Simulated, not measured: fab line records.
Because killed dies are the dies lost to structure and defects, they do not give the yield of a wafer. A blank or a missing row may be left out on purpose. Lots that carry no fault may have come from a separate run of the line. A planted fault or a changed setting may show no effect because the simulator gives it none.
The tool behind it: which one? | flow sfq-line | 11 lots, 33 wafers sampled, at 6 steps of a route of 325

## WHAT THE GAUGES READ, wafer by wafer
SFQ_I7_BOW_MEAS_946.
lot  | measured     | on            | I7_BOW (um)
L791 | day 71 04:19 | film-metro-02 | -14 -6 -9
L792 | day 71 05:20 | film-metro-03 | 6 14 2
L793 | day 71 10:50 | film-metro-02 | 9 17 20
L794 | day 71 16:21 | film-metro-04 | 2 7 0
L795 | day 77 09:50 | film-metro-03 | -32 -19 -19
L799 | day 80 18:43 | film-metro-02 | -1 -12 -4
L801 | day 81 05:11 | film-metro-03 | 3 11 10
L806 | day 82 03:55 | film-metro-02 | 6 14 17
L807 | day 82 12:55 | film-metro-02 | -3 18 3
L808 | day 82 23:32 | film-metro-03 | 10 9 7
L814 | day 84 12:08 | film-metro-02 | 0 -10 -4

## WHAT TOOL EACH LOT RAN ON (gives the tool, then ch and the chambers of the sampled wafers, and finally the start)
lot  | SFQ_TRILAYER_JJ_TRILAYER_DEP_SPUTTER_109 | SFQ_TRILAYER_JJ_CE_ETCH_RIE_118   | SFQ_TRILAYER_I6_CMP_CMP_166   | SFQ_TRILAYER_I6_METRO_MEASURE_167 | SFQ_TRILAYER_I6_VIA_ETCH_VIA_ETCH_172
L791 | pvd-sputter-04, day 55 02:49             | rie-metal-02 ch 0,1, day 60 14:00 | cmp-02 ch 0,2,3, day 65 23:37 | film-metro-01, day 66 01:44       | rie-diel-04 ch 1,2,3, day 70 16:30
L792 | pvd-sputter-03, day 55 07:37             | rie-metal-04 ch 0,1, day 60 17:36 | cmp-01 ch 0,2,3, day 66 03:25 | film-metro-02, day 66 06:32       | rie-diel-03 ch 0,1,3, day 70 18:54
L793 | pvd-sputter-05, day 55 10:01             | rie-metal-03 ch 0,1, day 60 22:24 | cmp-01 ch 0,1, day 66 11:45   | film-metro-02, day 66 15:04       | rie-diel-03 ch 0,2, day 71 03:18
L794 | pvd-sputter-05, day 55 23:13             | rie-metal-04 ch 0,1, day 61 05:36 | cmp-02 ch 2,3, day 66 17:13   | film-metro-02, day 66 20:32       | rie-diel-03 ch 0,1,2, day 71 08:06
L795 | pvd-sputter-05, day 57 00:20             | rie-metal-02 ch 0,1, day 62 10:24 | cmp-02 ch 0,1, day 73 06:08   | film-metro-04, day 73 08:45       | rie-diel-03 ch 1,2,3, day 73 12:16
L799 | pvd-sputter-04, day 59 00:28             | rie-metal-04 ch 1, day 63 23:59   | cmp-01 ch 0,1, day 80 02:56   | film-metro-02, day 80 06:28       | rie-diel-03 ch 0,2,3, day 80 11:07
L801 | pvd-sputter-05, day 59 05:16             | rie-metal-03 ch 0,1, day 64 02:16 | cmp-02 ch 0,1,2, day 80 14:22 | film-metro-04, day 80 16:53       | rie-diel-03 ch 0,2, day 80 20:00
L806 | pvd-sputter-04, day 60 06:28             | rie-metal-02 ch 0,1, day 64 21:26 | cmp-02 ch 0,2, day 81 10:31   | film-metro-02, day 81 13:38       | rie-diel-02 ch 0,1,3, day 81 19:07
L807 | pvd-sputter-03, day 60 10:05             | rie-metal-04 ch 0,1, day 64 22:38 | cmp-02 ch 0,1,2, day 81 20:32 | film-metro-02, day 81 23:40       | rie-diel-03 ch 0,1,2, day 82 03:11
L808 | pvd-sputter-05, day 60 12:29             | rie-metal-03 ch 0,1, day 64 23:50 | cmp-02 ch 0,2,3, day 82 03:02 | film-metro-04, day 82 05:40       | rie-diel-02 ch 2,3, day 82 09:19
L814 | pvd-sputter-05, day 62 07:10             | rie-metal-03 ch 0,1, day 66 12:05 | cmp-01 ch 1,2, day 83 04:25   | film-metro-01, day 83 07:14       | rie-diel-03 ch 0,2,3, day 83 14:19
- SFQ_TRILAYER_JJ_TRILAYER_DEP_SPUTTER_109: material Nb, target thk 150 nm, time 100 s.
- SFQ_TRILAYER_JJ_CE_ETCH_RIE_118: chemistry SF6, target Nb, stops on Al2O3, time 97.7 s, target depth 170 nm.
- SFQ_TRILAYER_I6_CMP_CMP_166: polishes SiO2.
- SFQ_TRILAYER_I6_METRO_MEASURE_167
- SFQ_TRILAYER_I6_VIA_ETCH_VIA_ETCH_172: etches SiO2 in CHF3, stops on Nb, target depth 260 nm.

## THE ANSWER, worked out from the rows above alone
Rule: what is usual is taken from the lots themselves. The widest of any qualifying gaps counts: lots, ordered by their means at a reading, are off when they make up no more than a third of the lots, leave a main group of 4 or more, and stand apart from it by 3 or more times the standard deviation of that group's means. If all means in a main group match to the digits the tables above print for the reading, that group is not used. Also off: a lot with no number at a reading for which 4 or more lots have one. Any other lot the step has rows for is counted as sound.
Nothing can be told from this: no lot is off at any reading shown.

## WHAT THE SIMULATOR HAD PUT IN
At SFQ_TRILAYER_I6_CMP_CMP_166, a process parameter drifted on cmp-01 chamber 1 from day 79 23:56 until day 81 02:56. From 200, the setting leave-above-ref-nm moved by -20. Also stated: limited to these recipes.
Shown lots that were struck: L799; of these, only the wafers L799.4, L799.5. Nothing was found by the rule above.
